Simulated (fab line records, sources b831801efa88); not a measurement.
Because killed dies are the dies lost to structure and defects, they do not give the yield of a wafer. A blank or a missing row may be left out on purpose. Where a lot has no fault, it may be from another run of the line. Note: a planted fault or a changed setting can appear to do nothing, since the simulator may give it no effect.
Which tool is to blame?    flow sky130    14 lots, 42 wafers sampled, at 3 steps of a route of 708

== WHAT THE GAUGES READ, wafer by wafer ==
SKY_LI_CONTACT_THK_MEAS_23: measures by xrf. Usual: for LI_CONTACT_W_THK the level is 404 nm and the standard deviation is 9.3.
lot   measured      on             LI_CONTACT_W_THK (nm)  flag
L141  day 29 01:21  film metro-01  394 396 398            
L142  day 29 08:35  film metro-01  395 401 399            
L144  day 30 04:38  film metro-02  403 401 409            
L147  day 31 17:43  film metro-04  408 406 407            
L148  day 31 19:18  film metro-04  408 416 411            
L149  day 31 23:13  film metro-04  406 413 413            
L150  day 31 23:34  film metro-02  400 411 399            
L155  day 33 12:34  film metro-04  409 411 403            
L156  day 33 20:30  film metro-01  396 394 392            
L158  day 35 12:40  film metro-01  388 406 406            
L160  day 35 13:38  film metro-02  423 427 402            
L161  day 35 15:28  film metro-01  413 415 403            
L163  day 36 01:49  film metro-01  407 392 410            
L164  day 36 09:49  film metro-04  406 419 404            

SKY_CONTACT_RS_MEAS_25: measures by four-point-probe. Usual: for CONTACT_W_RS the level is 0.337 ohm/sq and the standard deviation is 0.0072.
lot   measured      on             CONTACT_W_RS (ohm/sq)  flag
L141  day 31 11:18  film metro-03  0.346 0.343 0.339      
L142  day 31 18:19  film metro-02  0.341 0.327 0.326      
L144  day 32 13:29  film metro-03  0.341 0.331 0.331      
L147  day 34 02:11  film metro-03  0.340 0.343 0.327      
L148  day 34 03:16  film metro-03  0.333 0.321 0.335      
L149  day 34 06:03  film metro-03  0.337 0.341 0.337      
L150  day 34 07:12  film metro-03  0.336 0.324 0.334      
L155  day 35 19:27  film metro-03  0.329 0.343 0.343      
L156  day 36 04:01  film metro-04  0.327 0.343 0.327      
L158  day 37 20:07  film metro-03  0.344 0.340 0.345      
L160  day 37 21:28  film metro-03  0.324 0.338 0.325      
L161  day 37 23:00  film metro-02  0.344 0.343 0.346      
L163  day 38 08:30  film metro-03  0.334 0.339 0.338      
L164  day 38 16:31  film metro-03  0.350 0.345 0.348      

== WHICH TOOL RAN EACH LOT (tool, then ch and the chambers of the sampled wafers, then the start) ==
lot   SKY_CONTACT_STRIP_20
L141  wet bench-01 ch 0, day 31 10:37
L142  wet bench-02 ch 1, day 31 17:38
L144  wet bench-01 ch 0, day 32 12:44
L147  wet bench-01 ch 3, day 34 01:31
L148  wet bench-03 ch 2, day 34 02:34
L149  wet bench-02 ch 3, day 34 05:23
L150  wet bench-02 ch 3, day 34 06:32
L155  wet bench-02 ch 0, day 35 18:46
L156  wet bench-02 ch 3, day 36 02:56
L158  wet bench-02 ch 3, day 37 19:17
L160  wet bench-03 ch 2, day 37 20:44
L161  wet bench-03 ch 3, day 37 22:11
L163  wet bench-03 ch 1, day 38 07:44
L164  wet bench-01 ch 0, day 38 15:50
- SKY_CONTACT_STRIP_20: strips in post etch residue remover, time 1200 s.

== WHAT THE TOOLS THEMSELVES READ (means of the sampled wafers that have a number; where no wafer has one, the mark that the record gives instead) ==
SKY_CONTACT_STRIP_20. Usual: bath guard temp C 72.5 C, standard deviation 0.45; temp c 72.54 C, standard deviation 0.12.
lot   tool          bath guard temp C (C)  temp c (C)  flag
L141  wet bench-01  72.2                   72.58       
L142  wet bench-02  73.6                   72.63       
L144  wet bench-01  72.2                   72.49       
L147  wet bench-01  73.1                   72.63       
L148  wet bench-03  72.3                   72.53       
L149  wet bench-02  72.4                   72.57       
L150  wet bench-02  72.4                   72.35       
L155  wet bench-02  72.4                   72.58       
L156  wet bench-02  68.8                   69.10       OFF
L158  wet bench-02  68.8                   68.75       OFF
L160  wet bench-03  72.1                   72.45       
L161  wet bench-03  72.6                   72.42       
L163  wet bench-03  73.0                   72.54       
L164  wet bench-01  72.3                   72.45       

== THE ANSWER, worked out from the rows above alone ==
Rule: lot off if the mean of its wafers having a number is beyond 3 standard deviations from the usual mean. A lot without any number at a reading at which 4 lots or more have one is off too. Any other lot the step has rows for is counted as sound. Order of review: gauges by route order, followed by the tools' own readings, for which a lot's mean as printed above is used. The first step at which some lot is off is used, and at that step the reading that is off furthest; a lot without a number counts as furthest.
Off: L156, L158 (SKY_CONTACT_STRIP_20, temp c).
A tool fits if, at that step or a process step before it, it ran every lot that is off, and no sound lot after the first of them. One fits: SKY_CONTACT_STRIP_20 on wet bench-02. A fault onset in the window from L155 (day 35 18:46, its last sound lot) to L156 (day 36 02:56, its first lot off) fits.
The tool's own readings at SKY_CONTACT_STRIP_20 bear it out: on the lots that are off they differ by more than 5 times the standard deviation of the sound lots' means. bath guard temp C reads 68.8 C there against 72.5 C on the sound lots; temp c reads 68.92 C there against 72.52 C on the sound lots.

== WHAT THE SIMULATOR HAD PUT IN ==
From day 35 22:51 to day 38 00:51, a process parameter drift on wet bench-02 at SKY_CONTACT_STRIP_20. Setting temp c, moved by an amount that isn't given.
Struck lots among those shown: L156, L158. The same result came from the rule above.
